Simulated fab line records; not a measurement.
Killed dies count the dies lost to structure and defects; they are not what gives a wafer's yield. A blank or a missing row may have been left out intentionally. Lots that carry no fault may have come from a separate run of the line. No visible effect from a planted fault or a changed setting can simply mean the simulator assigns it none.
Which tool was responsible? | flow sky130 | 39 wafers from 13 lots sampled at 4 of the route's 708 steps

WHAT EACH GAUGE READ, for each wafer
SKY_METAL3_CD_MEAS_13: target cd 300 nm.
lot  | measured     | on        | cd_nm (nm)
L256 | day 38 12:40 | cd_sem-01 | 298.7 298.1 298.6
L257 | day 38 13:58 | cd_sem-01 | 297.5 299.9 299.0
L258 | day 39 12:19 | cd_sem-01 | 302.7 301.1 300.7
L260 | day 40 02:28 | cd_sem-02 | 298.0 298.5 298.9
L268 | day 42 16:22 | cd_sem-02 | 300.2 299.5 300.3
L267 | day 42 16:41 | cd_sem-02 | 298.1 298.2 298.9
L271 | day 43 06:44 | cd_sem-01 | 299.0 298.7 299.2
L273 | day 43 09:55 | cd_sem-01 | 300.9 298.5 298.7
L274 | day 43 21:41 | cd_sem-01 | 301.2 302.0 300.8
L275 | day 43 22:56 | cd_sem-02 | 300.5 301.3 300.6
L276 | day 44 03:43 | cd_sem-02 | 300.8 301.6 301.5
L277 | day 45 12:37 | cd_sem-01 | 299.8 300.4 300.1
L278 | day 45 12:58 | cd_sem-01 | 301.7 301.5 302.5

SKY_CAP2M_OVL_MEAS_12.
lot  | measured     | on         | CAP2M_OVL (nm)
L256 | day 40 18:33 | overlay-01 | 2.2 0.1 3.1
L257 | day 40 19:28 | overlay-01 | 2.3 0.8 0.7
L258 | day 41 16:37 | overlay-01 | 1.1 -1.5 -0.3
L260 | day 42 03:40 | overlay-02 | -0.7 -1.0 -1.4
L268 | day 44 17:31 | overlay-01 | 0.6 2.3 1.5
L267 | day 44 18:04 | overlay-02 | -0.9 1.2 0.2
L271 | day 45 05:40 | overlay-02 | 1.9 0.6 -0.4
L273 | day 45 08:10 | overlay-01 | -0.7 -1.0 -1.4
L274 | day 45 20:22 | overlay-02 | 0.9 3.6 0.1
L275 | day 45 21:13 | overlay-01 | -0.4 -2.2 -0.5
L276 | day 46 02:04 | overlay-01 | -2.6 -0.1 -0.7
L277 | day 47 07:49 | overlay-02 | 0.6 0.4 0.4
L278 | day 47 08:49 | overlay-01 | 0.0 0.8 0.9

WHAT TOOL EACH LOT RAN ON (gives the tool, then ch and the chambers of the sampled wafers, and finally the start)
lot  | SKY_VIA3_CMP_24               | SKY_CAP2M_CVD_00
L256 | cmp-01 ch 1,2,3, day 39 17:45 | pecvd-02 ch 1,2, day 39 18:10
L257 | cmp-02 ch 0,2, day 39 18:48   | pecvd-03 ch 0,2, day 39 19:12
L258 | cmp-01 ch 0,1,3, day 40 17:13 | pecvd-04 ch 0,2, day 40 17:37
L260 | cmp-01 ch 0,3, day 41 04:38   | pecvd-04 ch 0,1, day 41 05:05
L268 | cmp-01 ch 0,1, day 43 19:34   | pecvd-02 ch 0,2, day 43 19:58
L267 | cmp-02 ch 0,1,3, day 43 20:14 | pecvd-04 ch 0,1,2, day 43 20:38
L271 | cmp-02 ch 1,2, day 44 07:34   | pecvd-04 ch 1,2, day 44 08:01
L273 | cmp-02 ch 0,1,2, day 44 10:06 | pecvd-04 ch 0,1, day 44 10:28
L274 | cmp-01 ch 0,1,2, day 44 21:46 | pecvd-03 ch 0,1,2, day 44 22:13
L275 | cmp-02 ch 0,1, day 44 23:02   | pecvd-04 ch 0,1,2, day 44 23:29
L276 | cmp-02 ch 0,3, day 45 05:05   | pecvd-02 ch 0,1,2, day 45 05:29
L277 | cmp-01 ch 2,3, day 46 12:10   | pecvd-03 ch 0,1,2, day 46 12:37
L278 | cmp-01 ch 0,1,2, day 46 13:09 | pecvd-04 ch 0,1,2, day 46 13:36
- SKY_VIA3_CMP_24: polishes, stops on SiO2, t overpolish 20 s, target thk 0 nm.
- SKY_CAP2M_CVD_00: deposits SiO2, target thk 15.5 nm.

WHAT THE TOOLS THEMSELVES READ (means of the sampled wafers that have a number; where no wafer has one, the mark that the record gives instead)
SKY_VIA3_CMP_24.
lot  | tool   | motor_current_A (A) | overpolish_run_s (s) | time_to_endpoint_s (s)
L256 | cmp-01 | 10.9                | 19.988               | 95
L257 | cmp-02 | 10.2                | 20.002               | 92
L258 | cmp-01 | 11.1                | 20.008               | 92
L260 | cmp-01 | 11.1                | 19.998               | 93
L268 | cmp-01 | 11.1                | 19.995               | 98
L267 | cmp-02 | 10.5                | 20.004               | 94
L271 | cmp-02 | 9.7                 | 20.002               | 101
L273 | cmp-02 | 10.2                | 20.009               | 99
L274 | cmp-01 | 10.6                | 19.992               | 99
L275 | cmp-02 | 10.7                | 20.005               | 96
L276 | cmp-02 | 10.5                | 19.998               | 92
L277 | cmp-01 | 10.9                | 20.007               | 93
L278 | cmp-01 | 11.0                | 20.008               | 90

SKY_CAP2M_CVD_00.
lot  | tool     | heater_power_outer_w (W) | heater_power_w (W) | rf_fwd_power_W (W)
L256 | pecvd-02 | 475                      | 775                | 438.6
L257 | pecvd-03 | 477                      | 810                | 445.6
L258 | pecvd-04 | -                        | -                  | -
L260 | pecvd-04 | -                        | -                  | -
L268 | pecvd-02 | 502                      | 806                | 440.9
L267 | pecvd-04 | 345                      | 628                | 442.7
L271 | pecvd-04 | 310                      | 564                | 444.9
L273 | pecvd-04 | 341                      | 620                | 442.1
L274 | pecvd-03 | 463                      | 745                | 444.8
L275 | pecvd-04 | 352                      | 629                | 443.4
L276 | pecvd-02 | 494                      | 801                | 440.7
L277 | pecvd-03 | 451                      | 722                | 441.7
L278 | pecvd-04 | 349                      | 620                | 443.9

THE ANSWER, worked out from the rows above alone
Rule: usual is defined by the lots themselves. The widest of any qualifying gaps counts: lots, ordered by their means at a reading, are off when they make up no more than a third of the lots, leave a main group of 4 or more, and stand apart from it by 3 or more times the standard deviation of that group's means. Not used: any main group whose means are identical at the precision the tables above print for the reading. A lot without any number at a reading at which 4 lots or more have one is off too. All remaining lots with rows at the step are treated as sound. After the gauges, taken in route order, come the tools' own readings; for these a lot's mean is taken, as printed above. At the first step where some lot is off, the reading lying furthest off is the one used; lots without a number count as furthest.
Off, at SKY_CAP2M_CVD_00 on heater_power_outer_w: L258, L260. Without a number there: L258, L260. Main group: mean 414 W, sd 70.
A tool fits if, at that step or a process step before it, it ran every lot that is off, and no sound lot after the first of them. Not one of the candidates tried fits.

WHAT THE SIMULATOR HAD INSERTED
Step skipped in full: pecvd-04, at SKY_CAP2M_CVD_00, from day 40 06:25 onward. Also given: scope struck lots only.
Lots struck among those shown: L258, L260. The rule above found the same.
